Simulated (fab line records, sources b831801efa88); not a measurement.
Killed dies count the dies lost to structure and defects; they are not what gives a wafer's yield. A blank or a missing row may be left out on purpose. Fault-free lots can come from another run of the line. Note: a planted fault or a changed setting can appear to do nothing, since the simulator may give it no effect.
Matching of chambers	flow gf180mcu	rie_si-02 running GF_STI_ETCH_14: 4 sister chambers
The step etches Si in HBr/Cl2/O2, target depth 360 nm, time 102.9 s. 8 wafers are shown with their chamber, then 9 later ones without.

== WAFERS, EACH WITH ITS CHAMBER ==
wafer	chamber	drypump_motor_current_A (A)	oes_product_au (a.u.)
L808.2	3	6.8	0.996
L809.3	3	6.7	1.004
L817.4	2	5.2	1.004
L817.5	1	5.3	1.008
L817.6	2	5.2	1.007
L822.1	1	5.3	1.005
L822.3	0	5.6	1.006
L822.6	0	5.6	1.002

== WAFERS WITH NO CHAMBER GIVEN ==
wafer	drypump_motor_current_A (A)	oes_product_au (a.u.)
L823.1	5.2	1.003
L823.4	5.3	1.007
L823.5	5.3	1.008
L828.1	5.2	1.013
L828.3	6.7	1.010
L828.6	5.6	1.024
L829.1	5.2	1.008
L829.2	6.8	1.007
L829.6	5.6	1.013

== THE CHAMBER EACH PASSED THROUGH ==
wafer	from the rows above	in truth
L823.1	2	2
L823.4	1	1
L823.5	1	1
L828.1	can't be placed: 2 or 1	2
L828.3	3	3
L828.6	0	0
L829.1	2	2
L829.2	3	3
L829.6	0	0
Correctly placed: 8 of 9. Can't be placed from these rows: 1 (the true chamber is among the candidates in 1). Placed wrongly: 0.
How it was worked out, from the rows above alone: a wafer's distance from a chamber is the root of the sum, over the readings, of the square of ((its reading less the chamber's mean) divided by the reading's scatter). The wafer belongs to the nearest chamber; if the next one is less than 2 further off, it can't be placed. The mean given for a chamber averages the wafers shown for that chamber. The scatter: take each reading less its chamber's mean, square it, sum over the shown wafers, divide by the number of wafers less the number of chambers, and take the root.
